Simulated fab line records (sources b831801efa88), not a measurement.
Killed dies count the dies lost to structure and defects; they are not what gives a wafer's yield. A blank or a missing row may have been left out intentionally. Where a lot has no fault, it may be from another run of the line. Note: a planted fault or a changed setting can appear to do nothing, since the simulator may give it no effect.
The same fault as seen by 2 desks -- flow sky130 -- each desk holds nothing but its own numbers, with what lay behind them at the end

== DESK OF THE TOOL OWNER: litho-track-01 ==
The tool's own readings at SKY_LOCAL_INTERCONNECT_DEVELOP_10 (develop time 60 s): means of the sampled wafers that have a number, for each lot that ran on this tool. Any lot whose mean is over 4 standard deviations away from the usual mean is out of limits and marked OUT; that distance is given in the brackets.
Columns: A = developer-temp-C at SKY_LOCAL_INTERCONNECT_DEVELOP_10, usual 20.97 C; B = exhaust-pa at SKY_LOCAL_INTERCONNECT_DEVELOP_10, usual 44.9 Pa
lot,first seen here,A,B
L373,day 31 19:00,20.90,43.8
L379,day 33 17:00,20.94,45.2
L382,day 34 18:00,23.01 (+19) OUT,44.7
L383,day 35 00:00,23.09 (+19) OUT,45.0
L384,day 35 02:00,23.02 (+19) OUT,44.5
L392,day 37 10:00,20.99,45.1
This desk's finding: out of limits on L382, L383, L384; first on L382, day 34 18:00 (developer-temp-C at SKY_LOCAL_INTERCONNECT_DEVELOP_10). L373, L379, L392: within limits.

== FROM THE METROLOGY DESK ==
What the gauges read, lot by lot, whatever tool the lot ran on: means of the sampled wafers that have a number. Any lot whose mean is over 4 standard deviations away from the usual mean is out of limits and marked OUT; that distance is given in the brackets.
Columns: A = LI_CONTACT_W_THK at SKY_LI_CONTACT_THK_MEAS_23, usual 424 nm; B = CONTACT_HDPCVD_THK at SKY_CONTACT_THK_MEAS_03, usual 565 nm
lot,first seen here,A,B
L370,day 29 13:05,415,568
L371,day 29 19:08,414,563
L373,day 30 15:24,420,568
L375,day 31 13:23,418,567
L376,day 31 18:20,433,559
L379,day 32 14:59,432,569
L381,day 33 10:28,430,563
L382,day 33 15:35,423,563
L383,day 33 20:41,428,558
L384,day 33 23:49,413,566
L391,day 36 04:07,423,559
L390,day 36 04:56,424,565
L392,day 36 08:14,426,570
L393,day 36 11:11,424,569
This desk's verdict: no lot among the 14 shows anything out of limits.

== TAKEN TOGETHER ==
An alarm could have come from the tool owner's desk at day 34 18:00, on L382, L383, L384.
Nothing out of limits was seen by the metrology desk.
The metrology desk holds a record of L382, L383, L384, inside its limits.
Every lot named ran SKY_LOCAL_INTERCONNECT_DEVELOP_10 on litho-track-01.

== WHAT THE SIMULATOR HAD PUT IN ==
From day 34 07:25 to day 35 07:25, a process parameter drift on litho-track-01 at SKY_LOCAL_INTERCONNECT_DEVELOP_10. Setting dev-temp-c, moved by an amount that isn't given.
Shown lots that were struck: L382, L383, L384.
How many hours passed from the start of the fault until each desk's first out-of-limits reading: the tool owner's desk, 11.
